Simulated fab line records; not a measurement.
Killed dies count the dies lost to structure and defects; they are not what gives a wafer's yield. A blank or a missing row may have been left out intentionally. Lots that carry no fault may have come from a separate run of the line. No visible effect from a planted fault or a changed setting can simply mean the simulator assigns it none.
2 desks looking at one fault | flow sfq-line | each desk holds nothing but its own numbers, with what lay behind them at the end

AT THE TOOL OWNER'S DESK: litho-track-01
The tool's own readings at SFQ_TRILAYER_I1_VIA_LITHO_COAT_054 (resist thk 62 nm): means of the sampled wafers that have a number, for each lot that ran on this tool. A lot is out of limits, marked OUT, if its mean lies more than 4 standard deviations from the usual mean; the brackets give that distance.
Columns: A = chill-plate-temp-C at SFQ_TRILAYER_I1_VIA_LITHO_COAT_054, usual 22.99 C; B = spin-speed-rpm at SFQ_TRILAYER_I1_VIA_LITHO_COAT_054, usual 2999.7 rpm
lot  | first seen here | A     | B
L285 | day 24 14:37    | 23.04 | 3000.8
L290 | day 27 12:38    | 23.12 | 2997.1
L291 | day 27 23:12    | 23.06 | 3001.1
L293 | day 29 07:05    | 22.96 | 2657.3 (-99 or more) OUT
L294 | day 29 22:02    | 22.93 | 2654.3 (-99 or more) OUT
L302 | day 32 15:40    | 22.93 | 2998.6
L304 | day 33 18:56    | 23.10 | 2998.1
L305 | day 33 21:53    | 22.89 | 3000.0
Finding of this desk: L293, L294 out of limits; the first was L293 at day 29 07:05, on spin-speed-rpm at SFQ_TRILAYER_I1_VIA_LITHO_COAT_054. L285, L290, L291, L302, L304, L305: within limits.

AT THE METROLOGY DESK
Means of the sampled wafers that have a number, per lot and without regard to the tool the lot ran on: this is what the gauges read. A lot is out of limits, marked OUT, if its mean lies more than 4 standard deviations from the usual mean; the brackets give that distance.
Columns: A = I0_BOW at SFQ_I0_BOW_MEAS_907, usual 0 um; B = I1_BOW at SFQ_I1_BOW_MEAS_912, usual 1 um
lot  | first seen here | A  | B
L284 | day 11 23:33    | -1 | -1
L285 | day 12 04:20    | 1  | 2
L286 | day 12 15:44    | 2  | -0
L289 | day 14 09:56    | 6  | 2
L290 | day 14 18:53    | -9 | -3
L291 | day 15 03:55    | 9  | 10
L293 | day 16 07:46    | -8 | -4
L294 | day 16 13:45    | -1 | 1
L302 | day 18 20:01    | -1 | -4
L303 | day 19 12:14    | 5  | 7
L304 | day 20 06:02    | 9  | 12
L305 | day 20 13:29    | 0  | 5
L306 | day 21 01:14    | -2 | 2
L307 | day 21 12:56    | 1  | 6
Result from this desk: across the 14 lots, nothing is out of limits.

ALL TOGETHER
An alarm could have come from the tool owner's desk at day 29 07:05, on L293, L294.
At the metrology desk, nothing out of limits was observed.
The metrology desk has L293, L294 on record, within its limits.
All the named lots went through SFQ_TRILAYER_I1_VIA_LITHO_COAT_054 on litho-track-01.

WHAT WAS PUT IN BY THE SIMULATOR
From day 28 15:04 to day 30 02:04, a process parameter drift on litho-track-01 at SFQ_TRILAYER_I1_VIA_LITHO_COAT_054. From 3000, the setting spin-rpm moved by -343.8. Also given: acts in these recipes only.
Struck lots among those shown: L293, L294.
Hours from the fault's start to each desk's first reading out of limits: the tool owner's desk, 16.
